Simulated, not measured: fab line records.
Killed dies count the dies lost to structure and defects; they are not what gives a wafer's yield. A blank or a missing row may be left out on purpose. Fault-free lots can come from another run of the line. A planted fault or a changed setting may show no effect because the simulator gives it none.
fab line records	flow sky130
record: lots: 12	wafers: 36	last_day: 51
route steps=708 shown VIA1@479 METAL3@568 CAP2M@603 PASSIVATION@684 PAD_OPEN@708
lots that met no fault: taken from a fault-free run of the same line
start_h: hours from the record's first day to the start of the lot's first wafer shown	wait_h: how many hours have passed since the lot's step before this one	" same as the row above	L1.1+2: a single row standing in for several wafers	- either no value or no given start	* or withheld: withheld	< > ~ a bound
route shown NAME@n: NAME is a module with steps in the file, n the number in the route of the first one	usual: average and standard deviation across the fault-free wafers	same: alike in all rows	chamber/n: place in a boat	sites: each site's reading	_std_site: how widely they spread, as a standard deviation	_edge_site: inner sites' mean taken away from outer sites' mean	radius_mm: how far each site lies from the wafer's centre	mask NAME#n: copy n	behind: the most recent tool/chamber to have shaped the wafer	hold: why the lot was held/for how many hours/how that ended	device: the n, p or np transistor that did not switch	end of line: the route-end tests of the same wafers	step lacking rows: just its recipe	killed: the dies lost at the first sort to structure and to defects; this is not the yield of the wafer	map: a wafer's dies, x killed, . not, _ none there
set.NAME: the setting as run; set.NAME@STEP: as run at that earlier step	model.NAME: the simulator's own value behind a step, which no gauge read
steps of the route over a sample of lots; a table a step, a row a wafer
services: the hour from which a tool's chamber was out of use, counted from the record's first day as start_h (under 0 if before that day), plus the number of hours and why
== steps ==
step: SKY_VIA1_CVD_21
recipe: material: W	target_thk_nm: 270	time_s: 80.902	temp_c: 400	pressure_torr: 40
usual: heater_power_w: 824/71
lot.wafer	tool	chamber	start_h	wait_h	heater_power_w
L890.1	cvd_w-02	1	818.69	0.0	864
L890.2	"	0	"	"	739
L890.4	"	0	"	"	753
L889.1	cvd_w-02	1	819.98	0.0	865
L889.3	"	0	"	"	758
L889.5	"	1	"	"	847
L893.4	cvd_w-02	0	821.06	0.1	760
L893.5	"	0	"	"	753
L893.6	"	1	"	"	854
L891.2	cvd_w-01	0	821.23	0.0	879
L891.5	"	1	"	"	776
L891.6	"	0	"	"	895
L895.1	cvd_w-02	0	821.88	0.0	765
L895.4	"	0	"	"	744
L895.6	"	0	"	"	748
L896.1	cvd_w-02	1	824.53	0.0	886
L896.3	"	1	"	"	851
L896.6	"	1	"	"	869
L898.1	cvd_w-02	0	854.38	0.0	756
L898.4	"	0	"	"	734
L898.6	"	0	"	"	759
L899.4	cvd_w-01	0	860.56	0.1	933
L899.5	"	1	"	"	789
L899.6	"	0	"	"	900
L908.1	cvd_w-01	0	970.89	0.0	952
L908.2	"	1	"	"	719
L908.6	"	1	"	"	764
L906.4	cvd_w-02	1	972.72	0.1	884
L906.5	"	0	"	"	745
L906.6	"	1	"	"	869
L909.2	cvd_w-02	0	974.50	0.0	752
L909.3	"	1	"	"	875
L909.5	"	1	"	"	846
L912.1	cvd_w-01	1	976.16	0.0	723
L912.2	"	0	"	"	921
L912.6	"	1	"	"	758
step: SKY_METAL3_METAL_ETCH_18
recipe: target_depth_a: 8450	stop_on: SiO2	over_etch_frac: 0.3	time_s: 183.1	chemistry: Cl2/BCl3	resist_sidewall_deg: 88	pressure_mtorr: 10	icp_w: 900	bias_w: 48.5	Cl2_flow_sccm: 60	bcl3_flow_sccm: 30
usual: drypump_motor_current_A: 5.8/0.53	oes_product_au: 0.864/0.0067	throttle_valve_pct: 22.264/0.01
lot.wafer	tool	chamber	start_h	wait_h	drypump_motor_current_A	oes_product_au	rf_hours_counter_h	throttle_valve_pct
L890.1	rie_metal-02	1	923.67	0.0	6.2	0.863	10	22.274
L890.2	"	0	"	"	5.7	0.862	7	22.282
L890.4	"	1	"	"	6.2	0.861	-	22.265
L889.1	rie_metal-03	1	924.94	0.0	6.0	0.860	12	22.260
L889.3	"	1	"	"	6.0	0.869	-	22.253
L889.5	"	1	"	"	6.0	0.865	-	22.267
L893.4	rie_metal-02	0	926.37	0.1	5.7	0.868	-	22.257
L893.5	"	0	"	"	5.7	0.874	-	22.296
L893.6	"	1	"	"	6.2	0.867	-	22.274
L891.2	rie_metal-03	1	926.94	0.1	6.0	0.868	-	22.274
L891.5	"	1	"	"	6.0	0.866	-	22.269
L891.6	"	1	"	"	6.0	0.863	-	22.265
L895.1	rie_metal-04	0	927.29	0.0	4.6	0.866	0	22.251
L895.4	"	0	"	"	4.6	0.866	-	22.262
L895.6	"	1	"	"	6.2	0.859	-	22.253
L896.1	rie_metal-02	0	928.84	0.0	5.7	0.867	8	22.266
L896.3	"	1	"	"	6.3	0.863	-	22.259
L896.6	"	1	"	"	6.2	0.858	-	22.268
L898.1	rie_metal-02	1	956.25	0.0	6.2	0.870	12	22.250
L898.4	"	0	"	"	5.7	0.854	-	22.276
L898.6	"	1	"	"	6.2	0.867	-	22.261
L899.4	rie_metal-04	1	961.80	0.1	6.2	0.866	-	22.260
L899.5	"	0	"	"	4.6	0.865	-	22.260
L899.6	"	1	"	"	6.2	0.872	-	22.283
L908.1	rie_metal-03	1	1065.17	0.0	6.0	0.868	20	22.269
L908.2	"	0	"	"	5.9	0.873	6	22.255
L908.6	"	0	"	"	5.9	0.856	-	22.258
L906.4	rie_metal-04	0	1070.40	0.1	4.6	0.864	-	22.269
L906.5	"	1	"	"	6.2	0.858	-	22.282
L906.6	"	0	"	"	4.6	0.855	-	22.260
L909.2	rie_metal-03	0	1072.64	0.0	5.9	0.874	7	22.261
L909.3	"	1	"	"	6.0	0.877	-	22.260
L909.5	"	0	"	"	5.9	0.873	-	22.266
L912.1	rie_metal-04	0	1074.39	0.0	4.6	0.866	8	22.267
L912.2	"	1	"	"	6.2	0.860	15	22.283
L912.6	"	0	"	"	4.6	0.866	-	22.264
step: SKY_CAP2M_CVD_00
recipe: material: SiO2	target_thk_nm: 15.5	temp_c: 400	time_s: withheld	rf_w: 450
usual: heater_power_w: 754/120
lot.wafer	tool	chamber	start_h	wait_h	heater_power_w
L890.1	pecvd-04	1	951.05	0.0	746
L890.2	"	2	"	"	897
L890.4	"	0	"	"	884
L889.1	pecvd-01	0	952.76	0.0	684
L889.3	"	2	"	"	798
L889.5	"	2	"	"	809
L893.4	pecvd-01	1	953.55	0.0	497
L893.5	"	2	"	"	842
L893.6	"	0	"	"	704
L891.2	pecvd-04	0	955.31	0.0	944
L891.5	"	0	"	"	928
L891.6	"	1	"	"	790
L895.1	pecvd-02	1	955.71	0.0	816
L895.4	"	0	"	"	666
L895.6	"	2	"	"	720
L896.1	pecvd-01	0	956.40	0.0	632
L896.3	"	2	"	"	841
L896.6	"	0	"	"	649
L898.1	pecvd-01	1	982.60	0.0	612
L898.4	"	2	"	"	781
L898.6	"	1	"	"	604
L899.4	pecvd-04	2	988.46	0.0	907
L899.5	"	1	"	"	666
L899.6	"	0	"	"	896
L908.1	pecvd-04	1	1091.21	0.0	785
L908.2	"	2	"	"	845
L908.6	"	0	"	"	921
L906.4	pecvd-04	2	1097.49	0.0	843
L906.5	"	0	"	"	906
L906.6	"	1	"	"	707
L909.2	pecvd-04	2	1099.61	0.0	905
L909.3	"	0	"	"	878
L909.5	"	2	"	"	882
L912.1	pecvd-02	0	1101.90	0.0	618
L912.2	"	1	"	"	842
L912.6	"	2	"	"	673
step: SKY_PASSIVATION_THK_MEAS_03
recipe: reads: Si3N4_of_PASSIVATION_CVD_02
usual: PASSIVATION_CVD_02_THK: 542/6.9
lot.wafer	tool	chamber	start_h	wait_h	PASSIVATION_CVD_02_THK[nm]
L890.1	film_metro-02	-	1049.80	-	539
L890.2	"	-	"	"	543
L890.4	"	-	"	"	549
L889.1	film_metro-02	-	1052.21	-	534
L889.3	"	-	"	"	540
L889.5	"	-	"	"	544
L893.4	film_metro-03	-	1052.35	-	551
L893.5	"	-	"	"	549
L893.6	"	-	"	"	542
L891.2	film_metro-04	-	1054.35	-	537
L891.5	"	-	"	"	540
L891.6	"	-	"	"	547
L896.1	film_metro-04	-	1054.69	-	530
L896.3	"	-	"	"	535
L896.6	"	-	"	"	545
L895.1	film_metro-02	-	1054.70	-	530
L895.4	"	-	"	"	534
L895.6	"	-	"	"	538
L898.1	film_metro-04	-	1080.70	-	536
L898.4	"	-	"	"	543
L898.6	"	-	"	"	553
L899.4	film_metro-04	-	1084.13	-	538
L899.5	"	-	"	"	536
L899.6	"	-	"	"	532
L908.1	film_metro-03	-	1172.40	-	543
L908.2	"	-	"	"	531
L908.6	"	-	"	"	544
L906.4	film_metro-02	-	1175.02	-	542
L906.5	"	-	"	"	543
L906.6	"	-	"	"	542
L909.2	film_metro-03	-	1178.09	-	537
L909.3	"	-	"	"	548
L909.5	"	-	"	"	553
L912.1	film_metro-02	-	1180.43	-	544
L912.2	"	-	"	"	549
L912.6	"	-	"	"	551
step: SKY_PAD_OPEN_PROBE_99
usual: defect_limited_yield: 82.5/2	killed_at_M0_to_M3: 42/7.3	killed_at_M4_up: 3.4/2	killed_at_contacts: 24/5.6	killed_at_front_end: 16/4.5	killed_at_other: 0.2/0.51	killed_dies: 86/9.8	killed_open: 46/7	killed_short: 40/6.7	sort_bin_3_pad_short: 0.9/0.42	sort_bin_5_function: 10.3/1.5	sort_bin_6_memory: 6.3/1.3	sort_n_pass: 406/9.8	sort_yield_pct: 82.5/2
same: gross_dies: 492	killed_at_back_side: 0	sort_bin_4_leakage[%]: 0	sort_bin_8_speed[%]: 0
lot.wafer	tool	chamber	start_h	wait_h	defect_limited_yield[%]	killed_at_M0_to_M3	killed_at_M4_up	killed_at_contacts	killed_at_front_end	killed_at_other	killed_dies	killed_open	killed_short	sort_bin_3_pad_short[%]	sort_bin_5_function[%]	sort_bin_6_memory[%]	sort_n_pass	sort_yield_pct[%]
L893.4	prober-01	-	1103.10	0.2	82.5	43	5	25	13	0	86	47	39	1.2	10.4	5.9	406	82.5
L893.5	prober-01	-	1103.15	0.2	82.9	34	5	34	11	0	84	42	42	1.0	9.1	6.9	408	82.9
L893.6	prober-01	-	1103.20	0.2	81.7	48	3	22	17	0	90	58	32	0.8	12.0	5.5	402	81.7
L889.1	prober-02	-	1103.25	0.3	82.7	45	2	26	12	0	85	43	42	1.2	9.3	6.7	407	82.7
L889.3	prober-02	-	1103.35	0.3	82.3	42	4	21	20	0	87	42	45	0.8	11.6	5.3	405	82.3
L889.5	prober-02	-	1103.45	0.4	85.0	38	2	24	10	0	74	41	33	0.6	9.8	4.7	418	85.0
L908.1	prober-02	-	1212.36	0.1	80.1	57	4	17	20	0	98	56	42	0.6	11.6	7.7	394	80.1
L908.2	prober-02	-	1212.41	0.1	79.7	56	2	28	14	0	100	43	57	1.0	10.8	8.5	392	79.7
L908.6	prober-02	-	1212.61	0.2	82.7	40	5	20	20	0	85	42	43	0.6	10.2	6.5	407	82.7
L906.4	prober-01	-	1214.01	0.2	72.8	98	4	23	9	0	134	28	40	3.0	16.9	7.3	358	72.8
L906.5	prober-01	-	1214.06	0.2	82.3	43	7	22	15	0	87	43	44	1.4	10.4	5.9	405	82.3
L906.6	prober-01	-	1214.11	0.2	73.0	95	7	18	13	0	133	35	38	4.7	16.3	6.1	359	73.0
L909.2	prober-01	-	1215.45	0.1	79.3	41	5	32	23	1	102	58	44	1.6	12.6	6.5	390	79.3
L909.3	prober-01	-	1215.50	0.2	72.2	95	7	19	16	0	137	38	31	5.1	16.9	5.9	355	72.2
L909.5	prober-01	-	1215.60	0.2	73.6	93	2	17	18	0	130	38	32	4.1	15.9	6.5	362	73.6
L912.1	prober-02	-	1218.28	0.1	81.3	42	3	21	26	0	92	40	52	0.2	11.4	7.1	400	81.3
L912.2	prober-02	-	1218.33	0.1	79.7	48	4	29	19	0	100	49	50	0.8	10.4	9.1	392	79.7
L912.6	prober-02	-	1218.53	0.2	82.3	52	1	19	15	0	87	49	38	1.4	8.9	7.3	405	82.3
killed by level:class
L893.4 VIA1:geometric_particle:open=10 CONTACT:geometric_particle:open=9 METAL1:geometric_particle:short=8 VIA3:geometric_particle:open=8 LI_CONTACT:geometric_particle:open=7 METAL4:geometric_particle:short=5 VIA1:geometric_particle:short=5 CONTACT:geometric_particle:short=5
L893.5 CONTACT:geometric_particle:open=11 LI_CONTACT:geometric_particle:open=9 VIA1:geometric_particle:open=7 METAL2:geometric_particle:short=7 FIELD_ISO:geometric_particle:short=5 LOCAL_INTERCONNECT:geometric_particle:short=5 CONTACT:geometric_particle:short=5 METAL1:geometric_particle:short=5
L893.6 VIA1:geometric_particle:open=10 VIA3:geometric_particle:open=10 VIA2:geometric_particle:open=10 LI_CONTACT:geometric_particle:open=9 METAL1:geometric_particle:short=6 FIELD_ISO:geometric_particle:short=5 FIELD_ISO:geometric_particle:open=5 CONTACT:geometric_particle:short=5
L889.1 VIA1:geometric_particle:open=13 CONTACT:geometric_particle:open=11 CONTACT:geometric_particle:short=6 VIA1:geometric_particle:short=6 POLY_GATE:geometric_particle:short=5 METAL2:geometric_particle:short=5 LI_CONTACT:geometric_particle:open=4 LOCAL_INTERCONNECT:geometric_particle:short=4
L889.3 VIA1:geometric_particle:open=10 CONTACT:geometric_particle:open=9 VIA3:geometric_particle:open=7 CONTACT:geometric_particle:short=6 METAL1:geometric_particle:short=6 METAL2:geometric_particle:short=6 FIELD_ISO:geometric_particle:short=5 POLY_GATE:geometric_particle:open=4
L889.5 CONTACT:geometric_particle:open=17 METAL2:geometric_particle:short=9 VIA1:geometric_particle:open=9 VIA1:geometric_particle:short=6 POLY_GATE:geometric_particle:short=4 LI_CONTACT:geometric_particle:open=4 VIA3:geometric_particle:short=3 METAL1:geometric_particle:short=3
L908.1 VIA1:geometric_particle:open=13 VIA2:geometric_particle:open=10 VIA3:geometric_particle:open=10 METAL1:geometric_particle:short=9 POLY_GATE:geometric_particle:open=7 FIELD_ISO:geometric_particle:short=5 LI_CONTACT:geometric_particle:open=4 LOCAL_INTERCONNECT:geometric_particle:short=4
L908.2 METAL2:geometric_particle:short=16 LI_CONTACT:geometric_particle:open=11 METAL1:geometric_particle:short=9 VIA1:geometric_particle:open=8 LI_CONTACT:geometric_particle:short=6 VIA2:geometric_particle:short=6 POLY_GATE:geometric_particle:short=5 CONTACT:geometric_particle:short=5
L908.6 METAL2:geometric_particle:short=9 VIA2:geometric_particle:short=7 POLY_GATE:geometric_particle:short=6 LI_CONTACT:geometric_particle:open=6 VIA1:geometric_particle:open=6 CONTACT:geometric_particle:open=5 VIA3:geometric_particle:open=5 POLY_GATE:geometric_particle:open=4
L906.4 VIA1:unspecified=66 LOCAL_INTERCONNECT:geometric_particle:short=8 CONTACT:geometric_particle:open=6 VIA1:geometric_particle:open=6 CONTACT:geometric_particle:short=5 METAL1:geometric_particle:short=5 VIA3:geometric_particle:open=5 FIELD_ISO:geometric_particle:short=3
L906.5 CONTACT:geometric_particle:open=9 VIA1:geometric_particle:open=7 VIA3:geometric_particle:open=7 VIA1:geometric_particle:short=6 LI_CONTACT:geometric_particle:open=6 METAL2:geometric_particle:short=6 METAL4:geometric_particle:short=5 POLY_GATE:geometric_particle:short=4
L906.6 VIA1:unspecified=60 VIA2:geometric_particle:open=8 POLY_GATE:geometric_particle:short=6 LI_CONTACT:geometric_particle:open=6 METAL4:geometric_particle:short=6 VIA3:geometric_particle:open=6 CONTACT:geometric_particle:short=4 METAL1:geometric_particle:short=4
L909.2 LI_CONTACT:geometric_particle:open=15 VIA2:geometric_particle:open=8 POLY_GATE:geometric_particle:short=7 LOCAL_INTERCONNECT:geometric_particle:short=7 CONTACT:geometric_particle:open=6 VIA3:geometric_particle:open=6 VIA1:geometric_particle:open=6 METAL3:geometric_particle:short=5
L909.3 VIA1:unspecified=68 CONTACT:geometric_particle:open=8 VIA3:geometric_particle:open=6 METAL4:geometric_particle:short=6 VIA1:geometric_particle:open=5 FIELD_ISO:geometric_particle:open=4 POLY_GATE:geometric_particle:short=4 CONTACT:geometric_particle:short=4
L909.5 VIA1:unspecified=58 VIA3:geometric_particle:open=7 VIA2:geometric_particle:open=7 LI_CONTACT:geometric_particle:open=5 LOCAL_INTERCONNECT:geometric_particle:short=5 CONTACT:geometric_particle:open=4 METAL1:geometric_particle:short=4 VIA1:geometric_particle:short=4
L912.1 VIA1:geometric_particle:open=9 METAL3:geometric_particle:short=7 POLY_GATE:geometric_particle:short=7 LI_CONTACT:geometric_particle:open=7 FIELD_ISO:geometric_particle:short=5 CONTACT:geometric_particle:open=5 VIA3:geometric_particle:open=5 METAL1:geometric_particle:short=5
L912.2 VIA1:geometric_particle:open=12 METAL2:geometric_particle:short=10 VIA1:geometric_particle:short=9 FIELD_ISO:geometric_particle:short=7 LI_CONTACT:geometric_particle:open=7 CONTACT:geometric_particle:short=7 CONTACT:geometric_particle:open=6 POLY_GATE:geometric_particle:open=5
L912.6 VIA1:geometric_particle:open=16 VIA3:geometric_particle:open=9 FIELD_ISO:geometric_particle:short=7 LI_CONTACT:geometric_particle:open=6 CONTACT:geometric_particle:open=5 VIA1:geometric_particle:short=5 METAL2:geometric_particle:short=5 VIA2:geometric_particle:open=5
== services ==
tool	chamber	start_h	hours	kind
rie_metal-03	0	796.63	4.9	repair
pecvd-01	0	807.46	12.7	repair
rie_metal-02	-	809.11	1.4	pm
cvd_w-01	-	832.60	6.0	pm
rie_metal-02	-	849.62	0.2	repair
cvd_w-02	-	855.35	2.8	pm
pecvd-02	2	856.79	3.4	repair
pecvd-04	-	872.07	0.5	repair
pecvd-01	-	879.02	2.8	pm
pecvd-02	0	896.40	23.1	repair
cvd_w-01	-	904.00	14.0	pm
pecvd-01	1	916.64	13.8	repair
cvd_w-02	-	918.00	6.9	pm
pecvd-04	1	926.66	3.8	repair
cvd_w-02	-	938.78	1.2	repair
pecvd-04	-	952.86	2.4	repair
pecvd-04	2	976.01	11.8	repair
cvd_w-02	-	978.85	3.8	pm
rie_metal-03	-	1015.16	1.4	pm
rie_metal-02	1	1015.54	14.1	repair
cvd_w-02	0	1023.02	6.0	repair
rie_metal-04	0	1062.89	6.8	repair
cvd_w-01	1	1076.70	15.0	repair
cvd_w-02	1	1080.40	3.6	repair
== key ==
first_sign: step: SKY_PAD_OPEN_PROBE_99	reading: sort_bin_3_pad_short	direction: up	sigmas: 7.8	usual: 0.9	struck: 4.2
effect: step: SKY_PAD_OPEN_PROBE_99	reading: killed_at_M0_to_M3	direction: up	sigmas: 7.3	usual: 42	struck: 95
met_at SKY_VIA1_CVD_21
struck_lots L906,L909
struck_wafers L906.4,L906.6,L909.3,L909.5
not_acting_at SKY_METAL3_METAL_ETCH_18,SKY_CAP2M_CVD_00,SKY_PASSIVATION_THK_MEAS_03
onset_between 824.53 972.72
fault: kind: chamber_particle_source	tool: cvd_w-02	chamber: 1	onset_h: 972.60	steps: SKY_VIA1_CVD_21	rate_per_visit_cm2: 1.3977	end_h: 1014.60
